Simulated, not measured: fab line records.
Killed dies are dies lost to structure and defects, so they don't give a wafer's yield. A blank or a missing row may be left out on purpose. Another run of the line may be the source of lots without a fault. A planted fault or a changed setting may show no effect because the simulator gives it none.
A lot that was struck, set against a sound lot ; flow sky130 ; 18 out of 708 route steps
Sound: these wafers, L974.1, L974.3, L974.4. Struck: wafers L970.2, L970.5. Last of all comes the cause.
For every step that has rows: the tool of each side, followed by ch and its chambers, followed by its first start. Under that, the readings that differ: sound wafers ; struck wafers ; difference of the means ; sigmas: that difference in standard deviations of wafers without a fault.
alike: words and numbers the same on both sides, and readings whose means are apart by under 2 such deviations; not compared: readings that were withheld, readings missing a value for some wafer, numbers with overlapping values and no deviation given by the record, and bounds like >300 which may hide the same value.
A row with sigmas, a row that says differs or no value, or rows on one side alone: a step with any of these is where the two part. Numbers that have no deviation but don't overlap get no sigmas and don't part them. A reading missing from all wafers of one side parts the sides only when that side holds two or more wafers.

first, 3 steps without rows for these wafers: SKY_LI_CONTACT_EXPOSE_09 (exposes mask LICM1, target cd 170 nm); SKY_LI_CONTACT_PEB_10; SKY_LI_CONTACT_DEVELOP_11 (develop time 60 s).
SKY_LI_CONTACT_CD_MEAS_12: target cd 170 nm.
  struck on cdSem-01, day 33 05:28; sound on cdSem-01, day 34 00:59
  alike: cdNm
SKY_LI_CONTACT_OVL_MEAS_13:
  struck on overlay-01, day 33 05:35; sound on overlay-01, day 34 01:06
  alike: LI_CONTACT_OVL
SKY_LI_CONTACT_ETCH_14: etches BARC in N2/H2, stops on SiO2, time 45.9 s, target depth 60 nm.
  sound on rieDiel-04 ch 1,2,3, day 34 01:08; struck on rieDiel-02 ch 1,2, day 33 05:37
  alike: drypumpMotorCurrentA, oesProductAu, rfFwdPowerW, throttleValvePct
  not compared: rfHoursCounterH
then, 1 step without rows for these wafers: SKY_LI_CONTACT_ETCH_15 (etches PSG in C4F8/O2/Ar, stops on Si, target depth 600 nm).
SKY_LI_CONTACT_STRIP_16: strips in O2/N2.
  sound on plasmaAsher-04 ch 0,1, day 34 01:16; struck on plasmaAsher-03 ch 0, day 33 05:44
  alike: drypumpMotorCurrentA, oesProductAu, stripTimeToEndpointS
  not compared: rfHoursCounterH
then, 2 steps without rows for these wafers: SKY_LI_CONTACT_CLEAN_17 (cleans in NMP, time 600 s); SKY_LI_CONTACT_PRE_CLEAN_18 (time 5.6 s).
SKY_LI_CONTACT_SPUTTER_19: material Ti, target thk 20 nm, time 106.37 s.
  struck on pvdSputter-03, day 33 06:02; sound on pvdSputter-04, day 34 01:34
  alike: throttleValvePct
SKY_LI_CONTACT_SPUTTER_20: material TiN, target thk 20 nm, time 80 s.
  struck on pvdSputter-03, day 33 06:07; sound on pvdSputter-04, day 34 01:38
  alike: throttleValvePct
SKY_LI_CONTACT_CVD_21: deposits W, target thk 400 nm, time 120.56 s.
  sound on cvdW-02 ch 0,1, day 34 01:41; struck on cvdW-01 ch 0, day 33 06:10
reading;sound;struck;difference;sigmas
model.W_of_LI_CONTACT_CVD_21.thkNm (nm);396.8 400.6 399;297 295.2;-103;
  alike: heaterPowerW
SKY_LI_CONTACT_RS_MEAS_22: uses a four-point probe to measure.
  struck on filmMetro-02, day 33 06:36; sound on filmMetro-02, day 34 01:49
reading;sound;struck;difference;sigmas
LI_CONTACT_W_RS (ohm/sq);0.2866 0.2841 0.2848;0.3833 0.3856;+0.0993;+37
  not compared: hold
SKY_LI_CONTACT_THK_MEAS_23: measures by xrf.
  struck on filmMetro-02, day 33 11:40; sound on filmMetro-02, day 34 01:56
reading;sound;struck;difference;sigmas
LI_CONTACT_W_THK (nm);396 397 397;297 295;-101;-17
  not compared: hold
SKY_LI_CONTACT_CMP_24: polishes, stops on PSG, t overpolish 20 s, target thk 0 nm.
  sound on cmp-02 ch 0,1,2, day 34 02:08; struck on cmp-02 ch 2, day 33 13:56
reading;sound;struck;difference;sigmas
hold;- - -;awaitDispo/1.0h/release awaitDispo/1.0h/release;no value on the sound wafers;
timeToEndpointS (s);98 96 96;71 69;-27;-8
  alike: headPressurePsi, motorCurrentA
SKY_LOCAL_INTERCONNECT_SPUTTER_00: material TiN, target thk 100 nm, time 83.3 s.
  struck on pvdSputter-03, day 33 14:11; sound on pvdSputter-01, day 34 02:26
  alike: throttleValvePct
-- the record jumps here: 15 days lie between the struck wafers' starts before and after (it left off in module LOCAL_INTERCONNECT and takes up again in module PAD_OPEN, whose first step shown is number 708 of the route) --
SKY_PAD_OPEN_PROBE_99:
  struck on prober-01, day 48 18:34; sound on prober-01, day 49 07:38
  alike: killed_at_M0_to_M3, killed_at_M4_up, killedAtContacts, killedAtFrontEnd, killedAtOther, killedDies, killedOpen, killedShort

== WHERE THEY PART ==
Earliest at SKY_LI_CONTACT_RS_MEAS_22; latest, in this record, at SKY_LI_CONTACT_CMP_24. Later steps at which nothing parts them and some readings are alike: SKY_LOCAL_INTERCONNECT_SPUTTER_00, SKY_PAD_OPEN_PROBE_99.

WHY: what the simulator had put in
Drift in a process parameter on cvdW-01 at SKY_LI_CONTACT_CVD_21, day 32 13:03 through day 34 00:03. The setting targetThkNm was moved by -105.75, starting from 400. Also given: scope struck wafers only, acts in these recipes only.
